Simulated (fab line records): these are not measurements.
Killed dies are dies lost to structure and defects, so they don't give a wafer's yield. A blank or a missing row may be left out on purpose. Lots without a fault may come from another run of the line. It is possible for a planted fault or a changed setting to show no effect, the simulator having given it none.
8D (eight disciplines) problem report, filled in by code    flow gf180mcu    the parts of the form that need people (team, actions taken, sign-off) are left out

== 1. THE PROBLEM ==
At GF_DNWELL_COAT_02, spin speed rpm averages 1923.2 rpm over 6 wafers from 2 lots, while fault-free wafers read 2000.1 rpm, standard deviation 1.5. That puts it -51 standard deviations away from the usual mean.
The step: resist thk 3000 nm.
First seen on wafer L148.1, day 4 15:31, on litho track-03. Wafers with a number at this step in the record: 39, from 13 lots. By rule, "out" or "out of limits" means more than 4 standard deviations away from the usual mean. Any other wafer with a number is counted as sound.

== 2. WHAT IT IS, WHAT IT ISN'T ==
question                     is                      is not
which readings at this step  spin speed rpm          -
which lots                   L148, L150              L139, L140, L141, L144, L151, L152, L153, L154, L155, L156, L161
which wafers of those lots   all that have a number  -
read on which tools          litho track-03          litho track-02, litho track-04
when                         from day 4 15:31        up to then (12 sound wafers); but 21 sound wafers of L151, L152, L153, L154, L155, L156, L161 came after

== 3. THE SUSPECTS, EACH WITH WHAT RULES IT OUT ==
Counting: a tool at any process step up to the reading remains a suspect when it ran all the lots that are out and ran no sound lot after the first of those.
- litho track-03 at GF_DNWELL_COAT_02 (resist thk 3000 nm): kept. It ran every lot that is out, first L148 (day 4 15:31), and no sound lot after that. Its own spin speed rpm readings are out on those wafers.
Left after counting: litho track-03 at GF_DNWELL_COAT_02.

== 4. THE CAUSE (what the simulator had put in) ==
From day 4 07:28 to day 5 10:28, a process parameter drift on litho track-03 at GF_DNWELL_COAT_02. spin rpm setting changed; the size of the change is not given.
Counting left only this tool.

== 5. THE EFFECT CHAIN, in route order ==
Rows list readings where the struck wafers' mean (over those with a number) sits beyond 3 standard deviations from the usual. Readings are gone through only where the record gives a usual standard deviation; hours: the median, over the lots, of the time from a lot's start at the first step in this table giving one to that lot's start at this step; sigmas: the change measured in usual standard deviations.
hours  step                reading                   usual       on struck wafers  change  sigmas
0      GF_DNWELL_COAT_02   spin speed rpm            2000.1 rpm  1923.2            -76.9   -51
7      GF_DNWELL_STRIP_08  strip time to endpoint s  37.05 s     37.55             +0.50   +4.2
The process steps in it:
- GF_DNWELL_COAT_02: resist thk 3000 nm.
- GF_DNWELL_STRIP_08: strips in O2/N2.
Later measuring or inspecting steps at which every struck wafer that the step has a row for has a number for every such reading, and none has moved that far: GF_SAB_THK_MEAS_01.

== 6. WHAT WOULD HAVE CAUGHT IT SOONER ==
In this record no reading fell out of limits until day 4 15:31, 8 hours after the fault had begun at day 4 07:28.
